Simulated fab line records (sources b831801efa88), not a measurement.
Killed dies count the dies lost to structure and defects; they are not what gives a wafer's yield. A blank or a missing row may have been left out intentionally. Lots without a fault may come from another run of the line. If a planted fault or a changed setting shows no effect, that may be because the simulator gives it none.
A lot that was struck, set against a sound lot    flow gf180mcu    15 out of 602 route steps
Sound: these wafers, L406.3, L406.4, L406.5. Wafers L412.2, L412.3, L412.6 were the ones struck. The cause is given at the end.
Each step with rows lists, per side, the tool, then ch with its chambers, then its first start. Under that, the readings that differ: sound wafers    struck wafers    difference of the means    sigmas: that difference in standard deviations of wafers without a fault.
alike: readings with means less than 2 such deviations apart, plus words and numbers identical on both sides. not compared: withheld readings, readings lacking a value on some wafer, bounds such as >300 that could conceal the same value, and numbers that have no deviation in the record and whose values overlap.
The two part at a step that has a row with sigmas, a row that says differs or no value, or rows on one side only. When numbers do not overlap yet have no deviation, they are printed without sigmas and do not part them. A reading missing from all wafers of one side parts the sides only when that side holds two or more wafers.

GF_SAB_CD_MEAS_09: the cd target is 420 nm.
  sound on cd sem-01, day 17 16:42; struck on cd sem-01, day 19 11:14
  alike: cd nm
GF_SAB_OVL_MEAS_10:
  sound on overlay-01, day 17 16:48; struck on overlay-02, day 19 11:20
  alike: SAB_OVL
then, 2 steps without rows for these wafers: GF_SAB_ETCH_11 (etches SiO2 in C4F8/O2/Ar, target depth 55 nm, time 8.5 s); GF_SAB_WET_ETCH_12 (etches SiO2 in dHF, target depth 22 nm, time 440 s).
GF_SAB_STRIP_13: strips in O2/N2.
  sound on plasma asher-02 ch 0,1, day 17 17:00; struck on plasma asher-02 ch 0, day 19 11:32
  alike: drypump motor current A, heater power w, oes product au, strip time to endpoint s
  not compared: rf hours counter h
then, 2 steps without rows for these wafers: GF_SALICIDE_CLEAN_00 (cleans in SC1/SC2, time 150 s); GF_SALICIDE_WET_ETCH_01 (etches SiO2 in dHF, target depth 5 nm, time 100 s).
GF_SALICIDE_SPUTTER_02: material Co, target thk 10 nm, time 20 s.
  sound on pvd sputter-01, day 17 17:10; struck on pvd sputter-02, day 19 11:43
  alike: throttle valve pct
GF_SALICIDE_SPUTTER_03: material TiN, target thk 20 nm, time 16.7 s.
  sound on pvd sputter-01, day 17 17:11; struck on pvd sputter-02, day 19 11:45
  alike: throttle valve pct
GF_SALICIDE_RS_MEAS_04: measures by four-point-probe.
  sound on film metro-01, day 17 17:15; struck on film metro-03, day 19 11:48
  alike: SALICIDE_TIN_RS
GF_SALICIDE_THK_MEAS_05: measures by xrf.
  sound on film metro-01, day 17 17:21; struck on film metro-03, day 19 11:55
  alike: SALICIDE_TIN_THK
GF_SALICIDE_RTA_06: time 30 s.
  sound on rtp anneal-02 ch 0, day 17 17:25; struck on rtp anneal-02 ch 0, day 19 11:58
  alike: lamp power pct, wafer_temp_C_max
GF_SALICIDE_WET_ETCH_07: etches the open film in SPM, target depth 120 nm.
  sound on wet bench-02 ch 1, day 17 17:29; struck on wet bench-01 ch 3, day 19 12:04
reading                                      sound  struck          difference  sigmas
model.Co_of_SALICIDE_SPUTTER_02.thk nm (nm)  0 0 0  10.01 9.9 9.91  +9.94       
GF_SALICIDE_RTA_08: time 30 s.
  sound on rtp anneal-01 ch 0, day 17 17:37; struck on rtp anneal-01 ch 0, day 19 12:10
  alike: lamp power pct, wafer_temp_C_max
-- the record jumps here: 13 days lie between the struck wafers' starts before and after (it left off in module SALICIDE and takes up again in module PASSIVATION, whose first step shown is number 602 of the route) --
GF_PASSIVATION_PROBE_99:
  the record has rows for the struck wafers here (prober-02, day 32 12:58) and none for the sound ones

== WHERE THEY PART ==
GF_PASSIVATION_PROBE_99 only, going by this record.

WHY: what had been put in by the simulator
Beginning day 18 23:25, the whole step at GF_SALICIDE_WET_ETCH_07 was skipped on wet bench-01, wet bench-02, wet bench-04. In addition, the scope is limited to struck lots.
